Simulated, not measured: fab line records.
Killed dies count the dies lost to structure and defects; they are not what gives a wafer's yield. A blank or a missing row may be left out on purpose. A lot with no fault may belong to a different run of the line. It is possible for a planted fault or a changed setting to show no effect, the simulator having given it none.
Code-filled problem report in 8D (eight disciplines) form + flow gf180mcu + the parts of the form that need people (team, actions taken, sign-off) are left out

== 1. PROBLEM STATEMENT ==
CONTACT_W_RS at GF_CONTACT_RS_MEAS_25 reads a mean of 0.357 ohm/sq on 5 wafers of 3 lots; wafers without a fault read 0.384 ohm/sq with a standard deviation of 0.0037. Relative to the usual mean, that is a shift of -7.2 standard deviations.
The step: measures by four-point-probe.
First seen on wafer L990.1, day 22 08:56, on film-metro-04. The record has a number at this step for 36 wafers belonging to 13 lots. Rule for "out" (also "out of limits"): further than 4 standard deviations from the usual mean. Any other wafer with a number is counted as sound.

== 2. WHAT THIS IS AND IS NOT ==
| question                    | is                                     | is not                                                                    |
|-----------------------------|----------------------------------------|---------------------------------------------------------------------------|
| which readings at this step | CONTACT_W_RS                           | -                                                                         |
| which lots                  | L990, L991, L992                       | L973, L975, L976, L977, L979, L980, L981, L983, L984, L995                |
| which wafers of those lots  | L990.1, L990.3, L991.1, L992.1, L992.3 | L991.6                                                                    |
| read on which gauges        | film-metro-03, film-metro-04           | film-metro-01                                                             |
| when                        | from day 22 08:56                      | up to then (27 sound wafers); but 4 sound wafers of L991, L995 came after |

== 3. THE SUSPECTS, EACH WITH WHAT RULES IT OUT ==
Counting: any tool at a process step up to the reading remains a suspect provided it ran every lot that is out. Sound lots after the first of them don't rule it out here, since some wafers of a struck lot are sound.
- the gauge at GF_CONTACT_RS_MEAS_25: ruled out. The wafers that are out were read on 2 gauges (film-metro-03, film-metro-04).
- cvd-w-02 at GF_CONTACT_CVD_24 (deposits W, target thk 300 nm, time 90.339 s): kept. Ran every lot that is out, first one L990 (day 22 08:50); last sound lot up to then L984 (day 20 04:49).
The count leaves cvd-w-02 at GF_CONTACT_CVD_24.

== 4. THE CAUSE (what the simulator had put in) ==
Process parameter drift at GF_CONTACT_CVD_24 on cvd-w-02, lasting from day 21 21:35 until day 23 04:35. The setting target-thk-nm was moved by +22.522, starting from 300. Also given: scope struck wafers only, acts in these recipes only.
The count eliminated every tool but this one.

== 5. SEQUENCE OF EFFECTS, ordered by route ==
Each row: a reading where the mean over the struck wafers with a number is more than 3 standard deviations away from the usual. Readings are gone through only where the record gives a usual standard deviation; hours: the median, over the lots, of the time from a lot's start at the first step in this table giving one to that lot's start at this step; sigmas: the change measured in usual standard deviations.
| hours | step                   | reading       | usual        | on struck wafers | change | sigmas |
|-------|------------------------|---------------|--------------|------------------|--------|--------|
| 0     | GF_CONTACT_RS_MEAS_25  | CONTACT_W_RS  | 0.384 ohm/sq | 0.357            | -0.027 | -7.2   |
| 0     | GF_CONTACT_THK_MEAS_26 | CONTACT_W_THK | 301 nm       | 321              | +20    | +6.3   |
At these later measuring or inspecting steps, every struck wafer for which the step has a row has a number for every such reading, and none has moved that far: GF_V1_THK_MEAS_01, GF_V1_OVL_MEAS_15.

== 6. WHAT WOULD HAVE CAUGHT IT SOONER ==
11 hours passed between the start of the fault at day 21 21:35 and the first reading out of limits at a measuring or inspecting step in this record, taken at day 22 08:56.
No tool reading at GF_CONTACT_CVD_24 that has a usual standard deviation in the record was out on any struck wafer, so an alarm limit of 4 standard deviations on those readings would not have fired.
Of the lots that are out (3), L991, L992 began GF_CONTACT_CVD_24 on cvd-w-02 after day 22 08:56. A hold on the tool at that time would have spared those 2.
